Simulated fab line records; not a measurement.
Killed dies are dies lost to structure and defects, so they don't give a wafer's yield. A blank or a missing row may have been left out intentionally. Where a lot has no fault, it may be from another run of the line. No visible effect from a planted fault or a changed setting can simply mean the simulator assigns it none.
fab line records | flow gf180mcu
[record] lots = 5 wafers = 15 last_day = 36
route steps=602 shown CONTACT@300
lots that met no fault: taken from a fault-free run of the same line
start_h: the number of hours between the record's first day and the start of the first shown wafer of the lot | wait_h: hours since the lot's step before | " the same as in the row above | L1.1+2: a single row standing in for several wafers | - either no value or no given start | * or withheld: withheld | < > ~ a bound
route shown NAME@n: NAME is a module with steps in the file, n the number in the route of the first one | usual: mean and standard deviation over wafers with no fault | same: alike in all rows | chamber/n: place in a boat | sites: readings site by site | _std_site: standard deviation across them | _edge_site: mean of outer sites minus mean of inner sites | radius_mm: how far each site lies from the wafer's centre | mask NAME#n: copy n | behind: the most recent tool/chamber to have shaped the wafer | hold: what put the lot on hold/how long, in hours/how the hold closed | device: the n, p or np transistor that did not switch | end of line: tests run on the same wafers once the route is complete | a step given without rows: its recipe and nothing more | killed: at the first sort, the dies lost to defects and structure; wafer yield is something else | map: shows each die of a wafer: x if killed, . if not, _ if none is there
set.NAME: setting as actually run; set.NAME@STEP: the setting as run at that earlier step | model.NAME: the simulator's own value behind a step, which no gauge read
lots at selected steps of the route; one table per step, one row per wafer
services: when a tool's chamber went out of use (start_h, in hours from the record's first day, below 0 if earlier), for how many hours, and the reason
[[steps]]
[step GF_CONTACT_DEVELOP_13]
[recipe] develop_time_s = 60 resist = KrF dev_temp_c = 21
[same] develop_time_s = 60
// columns lot.wafer tool chamber start_h wait_h
L077.2+4+6 litho_track-04 0 436.14 0.2
L079.3+4+5 litho_track-02 0 453.57 0.1
L080.1+5+6 litho_track-02 0 458.42 0.2
L091.2+5+6 litho_track-04 0 553.68 0.2
L096.2+3+5 litho_track-04 0 585.73 0.2
[step GF_CONTACT_CD_MEAS_14]
[recipe] target_cd_nm = 220
[usual] cd_nm = 220.0/1.4
// columns lot.wafer tool chamber start_h wait_h cd_nm
L077.2 cd_sem-01 - 436.28 0.1 220.2
L077.4 " - " " 219.9
L077.6 " - " " 218.9
L079.3 cd_sem-02 - 453.71 0.1 219.9
L079.4 " - " " 220.0
L079.5 " - " " 220.5
L080.1 cd_sem-01 - 458.57 0.1 219.6
L080.5 " - " " 218.9
L080.6 " - " " 219.5
L091.2 cd_sem-01 - 553.83 0.1 221.5
L091.5 " - " " 221.8
L091.6 " - " " 222.7
L096.2 cd_sem-02 - 585.88 0.1 219.7
L096.3 " - " " 218.7
L096.5 " - " " 219.6
[step GF_CONTACT_OVL_MEAS_15]
[usual] CONTACT_OVL = 2/6.5
// columns lot.wafer tool chamber start_h wait_h CONTACT_OVL[nm]
L077.2 overlay-02 - 436.39 0.1 2
L077.4 " - " " -1
L077.6 " - " " 7
L079.3 overlay-02 - 453.80 0.1 4
L079.4 " - " " 14
L079.5 " - " " 2
L080.1 overlay-02 - 458.69 0.1 1
L080.5 " - " " 9
L080.6 " - " " 15
L091.2 overlay-02 - 553.93 0.1 17
L091.5 " - " " 6
L091.6 " - " " 11
L096.2 overlay-01 - 585.98 0.1 2
L096.3 " - " " 12
L096.5 " - " " 11
[step GF_CONTACT_ETCH_16]
[recipe] chemistry = N2/H2 target_depth_a = withheld overetch_a = withheld time_s = withheld target = BARC ion_energy_ev = 200 source_w = 500 bias_w = 100 pressure_mtorr = 30 n2_flow_sccm = 100 h2_flow_sccm = 200
[usual] drypump_motor_current_A = 5.9/0.41 n2_flow_sccm = 100.04/0.27 oes_product_au = 0.855/0.0047 throttle_valve_pct = 13.225/0.0093
// columns lot.wafer tool chamber start_h wait_h drypump_motor_current_A n2_flow_sccm oes_product_au throttle_valve_pct
L077.2 rie_diel-01 2 436.42 0.0 6.2 99.97 0.855 13.216
L077.4 " 0 " " 6.2 100.51 0.849 13.211
L077.6 " 2 " " 6.2 100.17 0.850 13.227
L079.3 rie_diel-03 1 453.82 0.0 5.9 100.22 0.857 13.246
L079.4 " 1 " " 5.9 100.16 0.858 13.222
L079.5 " 0 " " 5.8 99.97 0.848 13.231
L080.1 rie_diel-01 0 458.72 0.0 6.2 100.35 0.857 13.229
L080.5 " 3 " " 5.0 99.78 0.854 13.224
L080.6 " 2 " " 6.2 100.32 0.852 13.222
L091.2 rie_diel-02 3 553.96 0.0 5.4 100.05 0.850 13.227
L091.5 " 2 " " 5.9 99.67 0.850 13.219
L091.6 " 1 " " 6.2 100.49 0.858 13.228
L096.2 rie_diel-02 0 586.01 0.0 6.2 100.07 0.855 13.216
L096.3 " 2 " " 5.9 99.82 0.849 13.210
L096.5 " 0 " " 6.2 99.62 0.857 13.230
[step GF_CONTACT_ETCH_17]
[recipe] chemistry = C4F8/O2/Ar mask_material = KrF target = SiO2 stop_on = CoSi2 source_w = 1500 bias_w = 1200 pressure_mtorr = 40 c4f8_flow_sccm = withheld O2_flow_sccm = 6 Ar_flow_sccm = 300 time_s = withheld target_depth_a = 8600
[usual] oes_product_au = 0.817/0.0053
// columns lot.wafer tool chamber start_h wait_h oes_product_au
L077.2 rie_diel-01 2 - - 0.812
L077.4 " 0 " " 0.815
L077.6 " 2 " " 0.828
L079.3 rie_diel-03 1 - - 0.821
L079.4 " 1 " " 0.818
L079.5 " 0 " " 0.820
L080.1 rie_diel-01 0 - - 0.818
L080.5 " 3 " " 0.822
L080.6 " 2 " " 0.811
L091.2 rie_diel-02 3 - - 0.823
L091.5 " 2 " " 0.821
L091.6 " 1 " " 0.818
L096.2 rie_diel-02 0 - - 0.807
L096.3 " 2 " " 0.822
L096.5 " 0 " " 0.809
[step GF_CONTACT_STRIP_18]
[recipe] chemistry = O2/N2 power_w = 1400 pressure_mtorr = 1500 platen_temp_c = 250 o2_flow_sccm = 3000 n2_flow_sccm = 300 overash_fraction = 0.5
[usual] drypump_motor_current_A = 6.0/0.35 heater_power_w = 325/37 n2_flow_sccm = 300.1/0.89 oes_product_au = 0.581/0.0054
// columns lot.wafer tool chamber start_h wait_h drypump_motor_current_A heater_power_w n2_flow_sccm oes_product_au rf_hours_counter_h
L077.2 plasma_asher-04 0 436.58 - 5.6 385 302.2 0.577 80
L077.4 " 1 " " 5.8 316 299.2 0.585 -
L077.6 " 0 " " 5.6 376 301.7 0.590 -
L079.3 plasma_asher-04 0 454.02 - 5.6 385 300.3 0.588 -
L079.4 " 1 " " 5.7 318 300.2 0.585 -
L079.5 " 0 " " 5.6 387 301.0 0.582 -
L080.1 plasma_asher-04 1 458.89 - 5.8 321 301.0 0.574 83
L080.5 " 1 " " 5.8 315 300.2 0.585 -
L080.6 " 0 " " 5.6 374 299.5 0.585 -
L091.2 plasma_asher-03 0 554.13 - 5.8 295 300.9 0.597 13
L091.5 " 0 " " 5.8 301 301.2 0.586 -
L091.6 " 1 " " 6.6 301 300.3 0.578 -
L096.2 plasma_asher-03 0 586.18 - 5.8 299 299.4 0.583 17
L096.3 " 0 " " 5.8 296 300.3 0.577 -
L096.5 " 0 " " 5.8 297 298.7 0.581 -
[step GF_CONTACT_CLEAN_19]
[recipe] chemistry = SPM
// columns lot.wafer tool chamber start_h wait_h
L077.2+4+6 wet_bench-04 0 436.68 0.1
L079.3+4+5 wet_bench-04 2 454.09 0.0
L080.1+5+6 wet_bench-04 1 458.99 0.1
L091.2+5+6 wet_bench-01 3 554.23 0.1
L096.2+3+5 wet_bench-04 3 586.28 0.1
[step GF_CONTACT_CLEAN_20]
[recipe] chemistry = DIW
// columns lot.wafer tool chamber start_h wait_h
L077.2+4+6 wet_bench-03 2 436.77 0.0
L079.3+4+5 wet_bench-04 2 454.18 0.0
L080.1+5+6 wet_bench-01 0 459.08 0.0
L091.2+5+6 wet_bench-01 0 554.32 0.0
L096.2+3+5 wet_bench-01 1 586.37 0.0
[[services]]
// columns tool chamber start_h hours kind
plasma_asher-03 - 421.25 9.0 pm
plasma_asher-03 0 421.25 9.0 vent_cycle
plasma_asher-03 1 421.25 9.0 vent_cycle
plasma_asher-03 0 430.25 - clean
plasma_asher-03 1 430.25 - clean
rie_diel-03 1 430.70 3.9 repair
rie_diel-03 3 437.65 - clean
rie_diel-03 3 437.65 24.8 scheduled_down
rie_diel-02 - 453.95 1.0 repair
rie_diel-01 - 472.68 28.1 pm
rie_diel-01 - 508.03 0.5 repair
rie_diel-01 3 513.12 4.4 repair
rie_diel-02 3 522.50 - clean
rie_diel-02 3 522.50 12.5 scheduled_down
rie_diel-02 3 522.50 12.5 vent_cycle
rie_diel-03 3 524.56 3.4 repair
plasma_asher-04 - 534.12 0.4 repair
rie_diel-01 0 542.88 4.4 repair
plasma_asher-03 - 546.08 6.2 repair
rie_diel-03 2 550.29 11.7 repair
rie_diel-02 0 552.55 - clean
rie_diel-02 0 552.55 18.6 scheduled_down
rie_diel-02 0 552.55 18.6 vent_cycle
rie_diel-01 0 564.30 9.3 repair
[[key]]
fault none
